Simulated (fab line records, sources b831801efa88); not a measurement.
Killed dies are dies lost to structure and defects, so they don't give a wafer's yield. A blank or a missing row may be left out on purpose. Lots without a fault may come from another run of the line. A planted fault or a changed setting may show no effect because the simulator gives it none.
Problem report in the 8D (eight disciplines) form, filled by code | flow gf180mcu | the parts of the form that need people (team, actions taken, sign-off) are left out

1. THE PROBLEM
exposure_dose_mJ_cm2 at GF_M5_EXPOSE_04 reads a mean of 27.60 on 6 wafers of 2 lots; wafers without a fault read 28.00 with a standard deviation of 0.031. That is -13 standard deviations from the usual mean.
The step: exposes mask Metal5, target cd 280 nm.
First seen on wafer L103.1, day 28 11:21, on krf_scanner-02. The record holds 18 wafers of 6 lots with a number at this step. Rule for "out", or "out of limits": more than 4 standard deviations from the usual mean. The other wafers with a number count as sound.

2. WHAT IT IS AND WHAT IT IS NOT
question                    | is                     | is not
which readings at this step | exposure_dose_mJ_cm2   | -
which lots                  | L103, L106             | L101, L110, L113, L115
which wafers of those lots  | all that have a number | -
read on which tools         | krf_scanner-02         | krf_scanner-01
when                        | from day 28 11:21      | up to then (3 sound wafers); but 9 sound wafers of L110, L113, L115 came after

3. SUSPECTS, AND WHAT RULES EACH OUT
Counting: a tool at a process step up to the reading stays a suspect if it ran every lot that is out and no sound lot after the first of them.
- rie_metal-04 at GF_MIM_METAL_ETCH_19 (etches the open film in Cl2/BCl3, stops on Si3N4, target depth 324.5 nm, time 54.1 s): ruled out as a lasting fault. Sound lots L110, L113 ran on it after its first lot that is out, L103 (day 28 00:06).
- krf_scanner-02 at GF_M5_EXPOSE_04 (exposes mask Metal5, target cd 280 nm): kept. It ran every lot that is out, first L103 (day 28 11:21), and no sound lot after that; its last sound lot up to then is L101 (day 27 21:46). Its own readings are out on those wafers: exposure_dose_mJ_cm2.
Left after counting: krf_scanner-02 at GF_M5_EXPOSE_04.

4. THE CAUSE (what the simulator had put in)
Process parameter drift: krf_scanner-02, from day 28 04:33 on, at GF_M5_EXPOSE_04. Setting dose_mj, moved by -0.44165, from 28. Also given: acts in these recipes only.
Counting left only this tool.

5. THE CHAIN OF EFFECTS, in route order
Each row: a reading whose mean over the struck wafers that have a number lies more than 3 standard deviations from the usual. Only readings for which the record gives a usual standard deviation are gone through. hours: the time from each lot's start at the first step in this table that gives one to its start at this step, as a median over the lots. sigmas: the change in usual standard deviations.
hours | step            | reading              | usual | on struck wafers | change | sigmas
0     | GF_M5_EXPOSE_04 | exposure_dose_mJ_cm2 | 28.00 | 27.60            | -0.40  | -13
The process steps in it:
- GF_M5_EXPOSE_04: exposes mask Metal5, target cd 280 nm.
Later measuring or inspecting steps at which every struck wafer that the step has a row for has a number for every such reading, and none has moved that far: GF_M5_CD_MEAS_07, GF_M5_OVL_MEAS_08.

6. WHAT WOULD HAVE CAUGHT IT SOONER
In this record the first reading out of limits was taken at day 28 11:21, 7 hours after the fault began at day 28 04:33.
